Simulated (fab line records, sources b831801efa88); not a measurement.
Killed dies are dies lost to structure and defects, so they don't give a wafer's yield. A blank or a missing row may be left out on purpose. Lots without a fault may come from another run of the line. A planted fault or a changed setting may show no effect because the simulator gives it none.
fab line records | flow sky130
record lots=7 wafers=21 last_day=50
route steps=708 shown FIELD_ISO@7
lots that met no fault: from a run of the same line without faults
start_h: hours from the record's first day to the start of the lot's first wafer shown | wait_h: hours since the lot's step before | " the same as in the row above | L1.1+2: a row that stands for several wafers | - no value, or no start given | * or withheld: withheld | < > ~ a bound
route shown NAME@n: a module of which the file shows steps, and the number in the route of the first | usual: mean/standard deviation of fault-free wafers | same: alike in all rows | chamber/n: place in a boat | sites: the reading at each site | _std_site: their standard deviation | _edge_site: outer sites' mean less inner sites' | radius_mm: how far each site lies from the wafer's centre | mask NAME#n: copy n | behind: the tool/chamber that last shaped the wafer | hold: why the lot was held/for how many hours/how that ended | device: the transistor (n, p or np) that didn't switch | end of line: the same wafers' tests at the end of the route | a step without rows: its recipe alone | killed: dies lost to structure and defects at the first sort, not the wafer's yield | map: a wafer's dies, x killed, . not, _ none there
set.NAME: the setting as run; set.NAME@STEP: as run at that earlier step | model.NAME: the simulator's own value behind a step, which no gauge read
lots at some steps of the route; a table a step, a row a wafer
services: from which hour (start_h, from the record's first day; less than 0 if before it) a tool's chamber was out of use, for how many hours, and why
## steps
# step SKY_FIELD_ISO_HMDS_06
# recipe prime_time_s=60 prime_temp_c=120
# step SKY_FIELD_ISO_COAT_07
# recipe resist=BARC temp_c=withheld time_s=withheld spin_rpm=3000 resist_thk_nm=60
# step SKY_FIELD_ISO_COAT_08
# recipe resist=KrF-thick spin_rpm=3000 resist_thk_nm=450
# step SKY_FIELD_ISO_SOFTBAKE_09
# recipe temp_c=100 time_s=90 resist=KrF-thick
# step SKY_FIELD_ISO_EXPOSE_10
# recipe mask_id=FOM na=0.68 source_shape=annular sigma_inner=0.4 sigma_outer=0.8 target_cd_nm=150 dose_mj=28
# step SKY_FIELD_ISO_PEB_11
# recipe peb_temp_c=withheld peb_time_s=withheld resist=KrF-thick
# step SKY_FIELD_ISO_DEVELOP_12
# recipe develop_time_s=60 resist=KrF-thick dev_temp_c=21
# step SKY_FIELD_ISO_CD_MEAS_13
# recipe target_cd_nm=150
# usual cd_nm=150.0/1.7
# columns lot.wafer tool chamber start_h wait_h cd_nm
L238.1 cd_sem-01 - 39.00 - 149.7
L238.3 " - " " 149.8
L238.4 " - " " 150.3
L247.3 cd_sem-02 - 85.39 - 148.4
L247.4 " - " " 147.0
L247.5 " - " " 147.0
L248.1 cd_sem-01 - 91.45 - 153.1
L248.3 " - " " 154.5
L248.6 " - " " 153.7
L249.2 cd_sem-01 - 95.82 - 150.6
L249.5 " - " " 151.4
L249.6 " - " " 151.1
L252.1 cd_sem-02 - 112.46 - 148.8
L252.2 " - " " 148.8
L252.4 " - " " 148.6
L254.1 cd_sem-02 - 123.26 - 150.2
L254.2 " - " " 151.7
L254.4 " - " " 149.6
L256.2 cd_sem-01 - 135.52 - 153.0
L256.4 " - " " 151.1
L256.5 " - " " 150.0
# step SKY_FIELD_ISO_ETCH_14
# recipe chemistry=N2/H2 target=BARC ion_energy_ev=200 source_w=500 bias_w=100 pressure_mtorr=30 n2_flow_sccm=100 h2_flow_sccm=200 stop_on=SiO2 time_s=45.9 target_depth_a=600
# usual bias_w=99.99/0.29 chamber_pressure_mTorr=29.999/0.029 drypump_motor_current_A=5.8/0.38 oes_product_au=0.855/0.0051 throttle_valve_pct=13.224/0.0091
# columns lot.wafer tool chamber start_h wait_h bias_w chamber_pressure_mTorr drypump_motor_current_A oes_product_au rf_hours_counter_h throttle_valve_pct
L238.1 rie_diel-01 1 39.12 0.1 99.77 30.053 5.7 0.853 105 13.218
L238.3 " 2 " " 100.20 29.989 5.9 0.852 53 13.235
L238.4 " 0 " " 100.11 29.987 6.0 0.861 4 13.233
L247.3 rie_diel-03 1 85.47 0.1 100.04 30.030 5.6 0.857 6 13.224
L247.4 " 0 " " 99.90 29.968 5.9 0.848 9 13.220
L247.5 " 1 " " 99.64 29.979 5.6 0.862 - 13.218
L248.1 rie_diel-01 3 91.57 0.1 99.90 30.026 5.5 0.851 131 13.204
L248.3 " 1 " " 99.70 30.020 5.7 0.855 106 13.221
L248.6 " 3 " " 99.43 30.012 5.5 0.857 - 13.234
L249.2 rie_diel-04 3 95.92 0.1 99.81 30.015 5.7 0.854 144 13.214
L249.5 " 1 " " 100.10 29.987 6.5 0.861 - 13.235
L249.6 " 2 " " 99.92 30.035 5.7 0.844 - 13.244
L252.1 rie_diel-01 3 112.58 0.1 99.78 30.000 5.6 0.852 132 13.206
L252.2 " 1 " " 100.32 30.029 5.7 0.848 107 13.220
L252.4 " 2 " " 99.80 30.002 5.9 0.856 54 13.233
L254.1 rie_diel-01 3 123.38 0.1 100.10 29.966 5.6 0.850 132 13.222
L254.2 " 0 " " 100.10 30.046 6.0 0.852 5 13.217
L254.4 " 1 " " 99.99 30.012 5.7 0.856 107 13.230
L256.2 rie_diel-01 0 135.62 0.1 100.16 29.957 6.0 0.860 6 13.203
L256.4 " 3 " " 99.26 30.018 5.5 0.857 132 13.210
L256.5 " 2 " " 100.07 30.030 6.0 0.851 - 13.238
# step SKY_FIELD_ISO_ETCH_15
# recipe chemistry=CHF3/O2 target_depth_nm=180 stop_on=Si source_w=600 bias_w=195.5 pressure_mtorr=40 chf3_flow_sccm=50 O2_flow_sccm=5 time_s=72
# usual O2_flow_sccm=5.001/0.016 bias_w=195.5/0.53 drypump_motor_current_A=5.7/0.38 oes_product_au=0.943/0.0066 throttle_valve_pct=8.843/0.0093
# columns lot.wafer tool chamber start_h wait_h O2_flow_sccm bias_w drypump_motor_current_A oes_product_au rf_hours_counter_h throttle_valve_pct
L238.1 rie_diel-01 1 39.17 0.0 5.014 195.2 5.6 0.939 105 8.836
L238.3 " 2 " " 5.006 195.5 5.9 0.946 53 8.837
L238.4 " 0 " " 4.988 195.2 6.0 0.944 4 8.860
L247.3 rie_diel-03 1 85.52 0.0 5.007 194.8 5.6 0.939 6 8.843
L247.4 " 0 " " 5.008 195.4 5.9 0.953 9 8.840
L247.5 " 1 " " 5.010 194.6 5.6 0.942 - 8.843
L248.1 rie_diel-01 3 91.62 0.0 4.982 196.6 5.6 0.948 131 8.846
L248.3 " 1 " " 4.982 195.3 5.7 0.936 106 8.854
L248.6 " 3 " " 4.979 196.3 5.5 0.948 - 8.831
L249.2 rie_diel-04 3 95.97 0.0 5.004 195.0 5.7 0.951 144 8.832
L249.5 " 1 " " 4.983 195.8 6.5 0.938 - 8.862
L249.6 " 2 " " 5.004 196.1 5.7 0.936 - 8.849
L252.1 rie_diel-01 3 112.63 0.0 4.995 195.6 5.5 0.941 132 8.830
L252.2 " 1 " " 4.999 195.3 5.7 0.943 107 8.833
L252.4 " 2 " " 4.996 194.8 5.9 0.932 54 8.860
L254.1 rie_diel-01 3 123.43 0.0 5.018 195.5 5.6 0.944 132 8.859
L254.2 " 0 " " 5.005 196.1 6.0 0.946 5 8.844
L254.4 " 1 " " 5.001 196.3 5.7 0.949 107 8.848
L256.2 rie_diel-01 0 135.66 0.0 4.974 195.9 6.0 0.938 6 8.854
L256.4 " 3 " " 5.027 195.0 5.6 0.941 132 8.850
L256.5 " 2 " " 5.002 195.2 5.9 0.943 - 8.824
# step SKY_FIELD_ISO_STRIP_16
# recipe chemistry=O2/N2 power_w=1400 pressure_mtorr=1500 platen_temp_c=withheld o2_flow_sccm=3000 n2_flow_sccm=300 overash_fraction=0.5
# usual drypump_motor_current_A=5.7/0.5 oes_product_au=0.378/0.0046 strip_time_to_endpoint_s=3.56/0.039
# columns lot.wafer tool chamber start_h wait_h drypump_motor_current_A oes_product_au rf_hours_counter_h strip_time_to_endpoint_s
L238.1 plasma_asher-04 0 39.22 0.0 5.0 0.381 36 3.53
L238.3 " 1 " " 5.4 0.375 - 3.57
L238.4 " 0 " " 5.0 0.378 - 3.63
L247.3 plasma_asher-02 1 85.61 0.1 6.2 0.377 - 3.66
L247.4 " 0 " " 6.3 0.390 - 3.54
L247.5 " 1 " " 6.2 0.379 - 3.63
L248.1 plasma_asher-04 1 91.67 0.0 5.4 0.378 41 3.54
L248.3 " 1 " " 5.4 0.382 - 3.55
L248.6 " 0 " " 5.0 0.377 - 3.54
L249.2 plasma_asher-02 1 96.02 0.0 6.2 0.384 29 3.52
L249.5 " 1 " " 6.2 0.380 - 3.59
L249.6 " 0 " " 6.3 0.380 - 3.54
L252.1 plasma_asher-02 0 112.68 0.0 6.3 0.379 31 3.55
L252.2 " 1 " " 6.2 0.370 31 3.54
L252.4 " 0 " " 6.2 0.382 - 3.61
L254.1 plasma_asher-02 1 123.48 0.0 6.1 0.375 32 3.50
L254.2 " 0 " " 6.3 0.375 32 3.59
L254.4 " 0 " " 6.3 0.380 - 3.52
L256.2 plasma_asher-02 1 135.72 0.0 6.2 0.375 33 3.59
L256.4 " 0 " " 6.3 0.381 - 3.54
L256.5 " 1 " " 6.2 0.374 - 3.59
# step SKY_FIELD_ISO_ETCH_17
# recipe target_depth_a=3420 mask_material=Si3N4 chemistry=HBr/Cl2/O2 target=Si taper_deg=5 icp_w=600 bias_w=150 pressure_mtorr=15 HBr_flow_sccm=150 Cl2_flow_sccm=40 O2_flow_sccm=6 time_s=97.7
# usual HBr_flow_sccm=149.9/0.43 O2_flow_sccm=5.999/0.016 drypump_motor_current_A=5.7/0.46 oes_product_au=1.001/0.0083 throttle_valve_pct=25.655/0.01
# columns lot.wafer tool chamber start_h wait_h HBr_flow_sccm O2_flow_sccm drypump_motor_current_A oes_product_au rf_hours_counter_h throttle_valve_pct
L238.1 rie_si-01 2 39.32 0.1 150.2 6.026 5.6 0.993 158 25.665
L238.3 " 1 " " 150.0 6.020 5.1 1.008 56 25.660
L238.4 " 0 " " 150.4 6.006 5.5 1.014 - 25.648
L247.3 rie_si-02 0 85.67 0.0 149.8 6.003 5.8 1.006 0 25.652
L247.4 " 0 " " 150.0 6.001 5.8 1.010 - 25.637
L247.5 " 1 " " 150.1 5.986 5.3 0.993 - 25.681
L248.1 rie_si-02 0 91.77 0.1 149.4 5.983 5.8 1.005 0 25.649
L248.3 " 3 " " 149.7 6.004 6.3 0.990 4 25.674
L248.6 " 0 " " 150.0 6.001 5.8 1.000 - 25.657
L249.2 rie_si-02 3 96.12 0.1 149.7 5.982 6.2 0.996 4 25.646
L249.5 " 1 " " 150.1 5.977 5.3 0.999 - 25.662
L249.6 " 0 " " 149.4 5.973 5.8 1.012 - 25.634
L252.1 rie_si-02 3 112.78 0.1 150.1 6.009 6.3 1.000 4 25.674
L252.2 " 0 " " 149.4 6.022 5.9 1.011 1 25.654
L252.4 " 1 " " 149.8 5.991 5.3 0.987 43 25.648
L254.1 rie_si-02 1 123.58 0.1 149.7 5.986 5.3 0.988 43 25.660
L254.2 " 0 " " 150.6 6.013 5.8 1.004 1 25.659
L254.4 " 2 " " 149.7 6.007 6.4 1.016 0 25.660
L256.2 rie_si-01 0 135.82 0.1 150.2 6.001 5.5 1.007 1 25.649
L256.4 " 1 " " 149.5 6.007 5.1 1.012 57 25.656
L256.5 " 0 " " 150.2 6.001 5.5 1.001 - 25.663
# step SKY_FIELD_ISO_WET_ETCH_18
# recipe chemistry=H3PO4 target_depth_nm=25 temp_c=160 target=Si3N4 time_s=286
# usual bath_guard_temp_C=160.1/0.35 bath_heat_duty_pct=26.7/2.4
# columns lot.wafer tool chamber start_h wait_h bath_guard_temp_C bath_heat_duty_pct model.Si3N4_of_FIELD_ISO_CVD_03.thk_nm
L238.1 wet_bench-04 3 39.39 0.0 159.5 25.6 123.2
L238.3 " 3 " " 159.6 25.7 122.8
L238.4 " 3 " " 159.5 26.3 123.8
L247.3 wet_bench-02 2 85.74 0.0 - - 150.6
L247.4 " 2 " " - - 149.8
L247.5 " 2 " " - - 149.7
L248.1 wet_bench-01 1 91.84 0.0 - - 149.7
L248.3 " 1 " " - - 149.4
L248.6 " 1 " " - - 150.4
L249.2 wet_bench-02 2 96.20 0.0 - - 147
L249.5 " 2 " " - - 147.1
L249.6 " 2 " " - - 146.2
L252.1 wet_bench-01 3 112.85 0.0 160.4 29.5 124.2
L252.2 " 3 " " 160.7 28.8 124
L252.4 " 3 " " 160.5 30.9 121.9
L254.1 wet_bench-01 0 123.65 0.0 159.8 28.2 127.3
L254.2 " 0 " " 160.2 26.6 126.2
L254.4 " 0 " " 160.1 28.2 127.2
L256.2 wet_bench-04 2 135.89 0.0 160.3 23.9 122.7
L256.4 " 2 " " 160.1 25.4 122.9
L256.5 " 2 " " 160.2 24.0 124.3
# step SKY_FIELD_ISO_CLEAN_19
# recipe chemistry=SC1/SC2 mix=1:4:20 temp_c=70 time_s=150
# step SKY_FIELD_ISO_CLEAN_20
# recipe chemistry=dHF time_s=20 dilution=100:1
# step SKY_FIELD_ISO_WET_ETCH_21
# recipe chemistry=dHF dilution=100:1 target_depth_nm=20 dry=ipa_marangoni target=SiO2 temp_c=25 time_s=400
# step SKY_FIELD_ISO_OXIDATION_22
# recipe temp_c=950 ambient=O2 stabilise_s=600 purge_s=300 target_thk_a=100 ox_time_s=623
# step SKY_FIELD_ISO_CVD_24
# recipe material=SiO2 target_thk_nm=595 temp_c=650 sigma_open_frac=0.3 time_s=99.2 sih4_flow_sccm=60 pressure_mtorr=6
# step SKY_FIELD_ISO_ANNEAL_26
# recipe temp_c=1000 time_s=1800 ambient=N2
# step SKY_FIELD_ISO_CMP_27
# recipe stop_on=Si3N4 t_overpolish_s=16 down_force_psi=4 platen_rpm=60 target_thk_nm=457.8 pad_velocity_m_s=0.94248
# usual motor_current_A=11.6/1
# columns lot.wafer tool chamber start_h wait_h motor_current_A
L238.4 cmp-02 3 44.71 0.0 14.5
L238.1 " 1 " " 13.3
L238.3 " 2 " " 11.3
L247.4 cmp-01 0 90.62 0.1 11.5
L247.3 " 1 " " 12.0
L247.5 " 0 " " 11.9
L248.1 cmp-01 3 95.77 0.2 10.8
L248.3 " 0 " " 11.8
L248.6 " 0 " " 11.2
L249.2 cmp-01 2 100.17 0.7 10.7
L249.6 " 0 " " 11.4
L249.5 " 1 " " 11.7
L252.4 cmp-01 1 118.78 0.4 12.2
L252.2 " 2 " " 10.5
L252.1 " 3 " " 10.9
L254.4 cmp-01 2 129.28 0.0 10.3
L254.1 " 0 " " 10.9
L254.2 " 1 " " 12.3
L256.2 cmp-01 0 139.58 0.1 11.7
L256.4 " 2 " " 10.6
L256.5 " 3 " " 10.7
# step SKY_FIELD_ISO_WET_ETCH_28
# recipe chemistry=dHF target_depth_nm=23.7 target=SiO2 dilution=10:1 temp_c=25 time_s=47
# usual bath_heat_duty_pct=6.4/0.59 run_length_s=74.8/2.6
# columns lot.wafer tool chamber start_h wait_h bath_heat_duty_pct run_length_s model.Si3N4_of_FIELD_ISO_CVD_03.thk_nm
L238.1 wet_bench-01 0 45.01 0.1 5.9 71.2 117.2
L238.3 " 0 " " 7.0 71.2 116.9
L238.4 " 0 " " 6.4 71.2 117.9
L247.3 wet_bench-01 3 90.87 0.1 7.0 72.1 144.7
L247.4 " 3 " " 6.6 72.1 143.9
L247.5 " 3 " " 6.1 72.1 143.8
L248.1 wet_bench-01 3 96.07 0.2 6.3 73.1 143.8
L248.3 " 3 " " 6.4 73.1 143.5
L248.6 " 3 " " 6.9 73.1 144.5
L249.2 wet_bench-04 0 100.37 0.1 6.7 74.4 141.1
L249.5 " 0 " " 6.9 74.4 141.1
L249.6 " 0 " " 6.4 74.4 140.2
L252.1 wet_bench-01 3 119.08 0.1 7.3 74.0 118.2
L252.2 " 3 " " 6.9 74.0 118
L252.4 " 3 " " 5.7 74.0 116
L254.1 wet_bench-01 0 129.58 0.1 6.4 78.1 121.4
L254.2 " 0 " " 6.9 78.1 120.3
L254.4 " 0 " " 6.8 78.1 121.3
L256.2 wet_bench-02 2 139.83 0.2 5.9 73.4 116.7
L256.4 " 2 " " 5.7 73.4 116.9
L256.5 " 2 " " 4.8 73.4 118.3
# step SKY_FIELD_ISO_WET_ETCH_29
# recipe chemistry=H3PO4 target_depth_nm=160 target=Si3N4 temp_c=160 time_s=1825
## services
# columns tool chamber start_h hours kind
cmp-02 - 19.99 8.0 pm
rie_diel-03 1 27.46 19.3 repair
cmp-02 - 39.93 2.3 repair
rie_si-02 0 43.95 - clean
rie_si-02 0 43.95 18.9 scheduled_down
rie_si-02 0 43.95 18.9 vent_cycle
rie_diel-01 - 48.60 2.8 pm
plasma_asher-02 - 49.05 2.8 pm
rie_diel-04 1 53.28 10.3 repair
cmp-02 - 59.69 65.6 repair
rie_si-01 0 60.47 4.5 repair
rie_si-02 3 66.30 1.8 repair
rie_diel-03 2 69.75 12.8 repair
rie_diel-01 2 70.32 9.9 repair
rie_si-02 2 79.73 - clean
cmp-01 - 82.47 3.5 repair
rie_diel-03 2 86.27 1.9 repair
cmp-01 - 102.70 3.7 repair
plasma_asher-04 - 108.80 9.0 pm
cmp-01 - 113.87 0.5 repair
plasma_asher-02 - 115.13 4.0 pm
cmp-02 - 125.30 4.0 pm
rie_diel-03 2 125.85 3.4 repair
rie_si-02 2 127.19 4.3 repair
## key
first_sign step=SKY_FIELD_ISO_WET_ETCH_18 reading=tool_record direction=missing
effect none on later readings
model_effect step=SKY_FIELD_ISO_WET_ETCH_18 value=Si3N4_of_FIELD_ISO_CVD_03.thk_nm without=123.8 struck=148.9
model_effect step=SKY_FIELD_ISO_WET_ETCH_28 value=Si3N4_of_FIELD_ISO_CVD_03.thk_nm without=117.9 struck=143
met_at SKY_FIELD_ISO_WET_ETCH_18
struck_wafers L247.3,L247.4,L247.5,L248.1,L248.3,L248.6,L249.2,L249.5,L249.6
later_rows_left_out L247.3,L247.4,L247.5,L248.1,L248.3,L248.6,L249.2,L249.5,L249.6
sort_left_out L247.3,L247.4,L247.5,L248.1,L248.3,L248.6,L249.2,L249.5,L249.6
tester_left_out L247,L248,L249
fault kind=skipped_step_whole tool=wet_bench-01,wet_bench-02 chamber=- onset_h=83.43 steps=SKY_FIELD_ISO_WET_ETCH_18 scope=struck_lots_only
# tester_left_out: of these lots the tester's yield and bins aren't shown, on N5 and GAA mostly nor the transistor test; their killed dies are dies lost to structure and defects alone, not to doping, threshold or leakage, so they don't give the yield
# sort_left_out: the simulated sort isn't trusted on such a fault, so these wafers' sort isn't shown, and their yield isn't known
# later_rows_left_out: the simulator's readings of these wafers behind a module that went badly wrong aren't trusted and aren't shown, but for the sort
